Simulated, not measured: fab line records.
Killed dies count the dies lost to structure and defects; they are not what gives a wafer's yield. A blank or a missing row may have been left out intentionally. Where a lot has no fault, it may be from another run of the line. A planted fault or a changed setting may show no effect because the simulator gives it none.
Which of the tools did it?	flow sfq_line	14 lots with 40 wafers sampled at 2 steps, on a route of 325 steps

== WHAT THE GAUGES SHOWED, per wafer ==
SFQ_M4_RS_MEAS_924: the measuring method here is four-point-probe. Usual: for M4_NB_RS the level is 0.891 ohm/sq and the standard deviation is 0.0086.
lot	measured	on	M4_NB_RS (ohm/sq)	flag
L102	day 36 12:07	film_metro-04	0.898 0.894 0.904	
L103	day 36 20:28	film_metro-02	0.900 0.895 0.889	
L108	day 42 11:49	film_metro-02	0.808 0.891	OFF
L110	day 42 16:34	film_metro-02	0.804 0.894	OFF
L113	day 51 00:59	film_metro-03	0.886 0.895 0.888	
L114	day 51 10:44	film_metro-03	0.883 0.886 0.891	
L116	day 51 21:32	film_metro-02	0.885 0.886 0.892	
L117	day 52 04:42	film_metro-03	0.894 0.882 0.891	
L118	day 54 15:18	film_metro-03	0.892 0.879 0.884	
L119	day 54 20:04	film_metro-02	0.900 0.891 0.888	
L120	day 55 17:04	film_metro-04	0.871 0.873 0.872	
L121	day 56 03:16	film_metro-02	0.878 0.882 0.878	
L122	day 56 04:28	film_metro-03	0.904 0.907 0.898	
L123	day 56 05:41	film_metro-03	0.889 0.890 0.886	

== WHAT TOOL EACH LOT RAN ON (gives the tool, then ch and the chambers of the sampled wafers, and finally the start) ==
lot	SFQ_TRILAYER_M4_DEP_SPUTTER_091
L102	pvd_sputter-03, day 36 12:01
L103	pvd_sputter-06, day 36 20:21
L108	pvd_sputter-03, day 42 11:42
L110	pvd_sputter-03, day 42 16:25
L113	pvd_sputter-03, day 51 00:54
L114	pvd_sputter-03, day 51 10:37
L116	pvd_sputter-03, day 51 21:26
L117	pvd_sputter-03, day 52 04:37
L118	pvd_sputter-06, day 54 15:10
L119	pvd_sputter-04, day 54 19:58
L120	pvd_sputter-03, day 55 16:58
L121	pvd_sputter-06, day 56 03:10
L122	pvd_sputter-03, day 56 04:22
L123	pvd_sputter-06, day 56 05:34
- SFQ_TRILAYER_M4_DEP_SPUTTER_091: material Nb, target thk 200 nm, time 133.3 s.

== AS READ BY THE TOOLS THEMSELVES (means over the sampled wafers that have a number; for cases with no such wafer, the mark the record gives instead) ==
SFQ_TRILAYER_M4_DEP_SPUTTER_091. Usual: throttle_valve_pct reads 30.4 % (standard deviation 0.99).
lot	tool	throttle_valve_pct (%)	flag
L102	pvd_sputter-03	30.0	
L103	pvd_sputter-06	29.3	
L108	pvd_sputter-03	30.8	
L110	pvd_sputter-03	31.2	
L113	pvd_sputter-03	30.8	
L114	pvd_sputter-03	30.3	
L116	pvd_sputter-03	30.2	
L117	pvd_sputter-03	29.8	
L118	pvd_sputter-06	30.0	
L119	pvd_sputter-04	30.9	
L120	pvd_sputter-03	30.7	
L121	pvd_sputter-06	29.0	
L122	pvd_sputter-03	31.8	
L123	pvd_sputter-06	30.2	

== THE ANSWER, worked out from the rows above alone ==
Rule: a lot counts as off when the mean over its wafers that have a number is more than 3 standard deviations away from the usual mean. A lot without any number at a reading at which 4 lots or more have one is off too. Any other lot the step has rows for is counted as sound. Order of review: gauges by route order, followed by the tools' own readings, for which a lot's mean as printed above is used. At the first step where some lot is off, the reading lying furthest off is the one used; lots without a number count as furthest.
Off: L108, L110, at SFQ_M4_RS_MEAS_924 (M4_NB_RS).
A tool fits if, at a process step before that reading, it ran every lot that is off, and no sound lot after the first of them. The gauges at SFQ_M4_RS_MEAS_924 are tried like those tools. Not one of the candidates tried fits.

== WHAT THE SIMULATOR PUT IN ==
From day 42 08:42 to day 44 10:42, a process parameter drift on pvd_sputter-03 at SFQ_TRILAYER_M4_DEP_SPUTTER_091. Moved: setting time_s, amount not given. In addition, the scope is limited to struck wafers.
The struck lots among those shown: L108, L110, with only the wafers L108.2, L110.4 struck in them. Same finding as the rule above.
